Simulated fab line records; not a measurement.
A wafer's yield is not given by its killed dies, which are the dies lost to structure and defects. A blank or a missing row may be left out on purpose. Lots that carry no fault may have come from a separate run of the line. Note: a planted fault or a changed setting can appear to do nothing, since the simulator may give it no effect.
A struck lot beside a sound one	flow sky130	16 out of 708 route steps
Sound: wafers L278.3, L278.4, L278.6. The struck wafers were L280.2, L280.3, L280.5. The cause comes at the end.
Order at every step that has rows: each side's tool, ch and its chambers, its first start. Under that, the readings that differ: sound wafers	struck wafers	difference of the means	sigmas: that difference in standard deviations of wafers without a fault.
alike: words and numbers the same on both sides, and readings whose means are apart by under 2 such deviations; not compared: readings that were withheld, readings missing a value for some wafer, numbers with overlapping values and no deviation given by the record, and bounds like >300 which may hide the same value.
The two part at a step that has a row with sigmas, a row that says differs or no value, or rows on one side only. When numbers do not overlap yet have no deviation, they are printed without sigmas and do not part them. Lack of a reading on every wafer of one side parts them only where that side has two or more wafers.

first, 9 steps without rows for these wafers: SKY_CAP2M_CLEAN_17 (cleans in O3/DIW); SKY_METAL4_DEHYDRATE_05 (time 60 s); SKY_METAL4_HMDS_06 (prime time 60 s); SKY_METAL4_COAT_07 (resist thk 60 nm); SKY_METAL4_COAT_08 (resist thk 1140 nm); SKY_METAL4_SOFTBAKE_09 (time 90 s); SKY_METAL4_EXPOSE_10 (exposes mask MM4, target cd 300 nm); SKY_METAL4_PEB_11; SKY_METAL4_DEVELOP_12 (develop time 60 s).
SKY_METAL4_CD_MEAS_13: target cd 300 nm.
  struck on cd sem-02, day 45 10:16; sound on cd sem-01, day 43 08:34
  alike: cd nm
SKY_METAL4_OVL_MEAS_14:
  struck on overlay-01, day 45 10:22; sound on overlay-01, day 43 08:39
  alike: METAL4_OVL
SKY_METAL4_DESCUM_15: chemistry O2, time 8 s.
  sound on rie metal-01 ch 0,1, day 43 08:41; struck on rie metal-01 ch 1, day 45 10:24
  alike: drypump motor current A, he backside leak sccm, oes product au
  not compared: rf hours counter h
SKY_METAL4_ETCH_16: etches BARC in N2/H2, stops on SiO2, time 88.2 s, target depth 60 nm.
  sound on rie metal-01 ch 0,1, day 43 08:44; struck on rie metal-01 ch 1, day 45 10:26
reading	sound	struck	difference	sigmas
model.KrF-thick_of_METAL4_COAT_08.thk nm (nm)	1082 1079 1083	1090 1090 1093	+10	
model.METAL4.cd nm (nm)	300.9 302.6 300.3	306.7 308 307.7	+6.2	
  alike: drypump motor current A, he backside leak sccm, oes product au, throttle valve pct
  not compared: rf hours counter h
SKY_METAL4_ETCH_17: etches SiO2 in C4F8/O2/Ar, stops on TiN, time 3.9 s, target depth 15 nm.
  sound on rie diel-02 ch 2,3, day 43 08:48; struck on rie diel-02 ch 1,3, day 45 10:32
reading	sound	struck	difference	sigmas
model.METAL4.cd nm (nm)	301 302.5 300.4	306.7 308.1 307.7	+6.2	
  alike: oes product au
  not compared: rf hours counter h
SKY_METAL4_METAL_ETCH_18: etches the open film in Cl2/BCl3, stops on SiO2, target depth 845 nm, time 183.1 s.
  sound on rie metal-03 ch 0,1, day 43 08:53; struck on rie metal-02 ch 1, day 45 10:36
  alike: drypump motor current A, he backside leak sccm, oes product au, throttle valve pct
  not compared: rf hours counter h
-- the record jumps here: 4 days lie between the struck wafers' starts before and after (it left off in module METAL4 and takes up again in module PAD_OPEN, whose first step shown is number 708 of the route) --
SKY_PAD_OPEN_PROBE_99:
  struck on prober-01, day 49 00:40; sound on prober-01, day 47 03:34
  alike: defect limited yield, killed_at_M0_to_M3, killed_at_M4_up, killed at contacts, killed at front end, killed dies, killed open, killed short

WHERE THEY PART
Nowhere in this record.

WHY: what the simulator had put in
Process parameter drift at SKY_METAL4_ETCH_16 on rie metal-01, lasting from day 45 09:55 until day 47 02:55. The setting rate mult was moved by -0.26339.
